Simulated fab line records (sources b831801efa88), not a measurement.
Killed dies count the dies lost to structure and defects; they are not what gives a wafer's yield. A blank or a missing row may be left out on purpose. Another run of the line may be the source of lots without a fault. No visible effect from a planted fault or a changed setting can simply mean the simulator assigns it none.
Struck lot and sound lot, side by side + flow sfq_line + 15 steps out of a route of 325
Sound: wafers L232.2, L232.3, L232.5. Struck: wafer L228.2 (left out: L228.4, a lot-mate that was not struck); the cause follows at the end.
For every step that has rows: the tool of each side, followed by ch and its chambers, followed by its first start. Under that, the readings that differ: sound wafers + struck wafers + difference of the means + sigmas: that difference in standard deviations of wafers without a fault.
alike: readings whose means differ by less than 2 such deviations, and words and numbers that are the same on both sides. not compared: withheld readings, readings that some wafer has no value for, bounds like >300 that may hide the same value, and numbers for which the record gives no deviation and whose values overlap.
The two part at a step that has a row with sigmas, a row that says differs or no value, or rows on one side only. Numbers that don't overlap but have no deviation are shown without sigmas and don't part them. A reading missing from all wafers of one side parts the sides only when that side holds two or more wafers.

SFQ_TRILAYER_R5_DEP_SPUTTER_132: material Ti, target thk 5 nm, time 5 s.
  sound on pvd_sputter-06 at day 70 05:55; struck on pvd_sputter-06 at day 64 09:46
  alike: throttle_valve_pct
SFQ_TRILAYER_R5_DEP_SPUTTER_133: material MoNx, target thk 40 nm, time 66.7 s.
  sound on pvd_sputter-06 at day 70 05:56; struck on pvd_sputter-06 at day 64 09:47
  alike: throttle_valve_pct
SFQ_TRILAYER_R5_DEP_SPUTTER_134: material Ti, target thk 5 nm, time 5 s.
  sound on pvd_sputter-06 at day 70 05:59; struck on pvd_sputter-06 at day 64 09:50
  alike: throttle_valve_pct
SFQ_R5_RS_MEAS_933: uses a four-point probe to measure.
  sound on film_metro-03 at day 70 06:01; struck on film_metro-02 at day 64 09:52
  alike: R5_MONX_RS
SFQ_R5_THK_MEAS_934: measures by xrf.
  sound on film_metro-03 at day 70 06:08; struck on film_metro-02 at day 64 09:59
  alike: R5_MONX_THK
then, 6 steps without rows for these wafers: SFQ_TRILAYER_R5_LITHO_COAT_141 (resist thk 62 nm); SFQ_TRILAYER_R5_LITHO_COAT_136 (resist thk 600 nm); SFQ_TRILAYER_R5_LITHO_SOFTBAKE_140; SFQ_TRILAYER_R5_LITHO_EXPOSE_137 (exposes mask R5, target cd 500 nm); SFQ_TRILAYER_R5_LITHO_PEB_139 (peb time 60 s); SFQ_TRILAYER_R5_LITHO_DEVELOP_138 (time 60 s).
SFQ_R5_OVL_MEAS_935:
  sound on overlay-01 at day 70 08:26; struck on overlay-02 at day 64 22:25
  alike: R5_OVL
SFQ_TRILAYER_R5_BARC_OPEN_METAL_ETCH_177: etches BARC in O2, target depth 125 nm, time 41.7 s.
  sound on rie_metal-01 ch 0, day 70 08:28; struck on rie_metal-02 ch 1, day 64 22:27
| reading                                             | sound             | struck | difference | sigmas |
|-----------------------------------------------------|-------------------|--------|------------|--------|
| oes_product_au (a.u.)                               | 0.681 0.690 0.683 | 0.758  | +0.073     | +17    |
| run_length_s (s)                                    | 70.0 69.8 70.0    | 64.8   | -5.1       | -11    |
| model.KrF_of_TRILAYER_R5_LITHO_COAT_136.thk_nm (nm) | 527.5 526 527.7   | 529.8  | +2.7       |        |
  alike: drypump_motor_current_A
  not compared: rf_fwd_power_W, rf_hours_counter_h
SFQ_TRILAYER_R5_ETCH_METAL_ETCH_139: etches the open film in Cl2, stops on SiO2, target depth 60 nm, time 40 s.
  sound on rie_metal-01 ch 0, day 70 08:32; struck on rie_metal-02 ch 1, day 64 22:30
| reading                                             | sound             | struck | difference | sigmas |
|-----------------------------------------------------|-------------------|--------|------------|--------|
| model.KrF_of_TRILAYER_R5_LITHO_COAT_136.thk_nm (nm) | 504.4 502.8 504.5 | 506.1  | +2.2       |        |
  alike: drypump_motor_current_A, oes_product_au, rf_fwd_power_W, run_length_s
  not compared: rf_hours_counter_h
SFQ_TRILAYER_R5_STRIP_STRIP_140: strips in O2.
  sound on rie_metal-01 ch 0, day 70 08:35; struck on rie_metal-02 ch 1, day 64 22:34
  alike: drypump_motor_current_A, oes_product_au
  not compared: rf_hours_counter_h

WHERE THEY PART
Within this record, at SFQ_TRILAYER_R5_BARC_OPEN_METAL_ETCH_177 only. Later steps at which nothing parts them and some readings are alike: SFQ_TRILAYER_R5_ETCH_METAL_ETCH_139, SFQ_TRILAYER_R5_STRIP_STRIP_140.

WHY: what the simulator had put in
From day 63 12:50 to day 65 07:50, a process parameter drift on rie_metal-02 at SFQ_TRILAYER_R5_BARC_OPEN_METAL_ETCH_177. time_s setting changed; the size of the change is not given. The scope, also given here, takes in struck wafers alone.
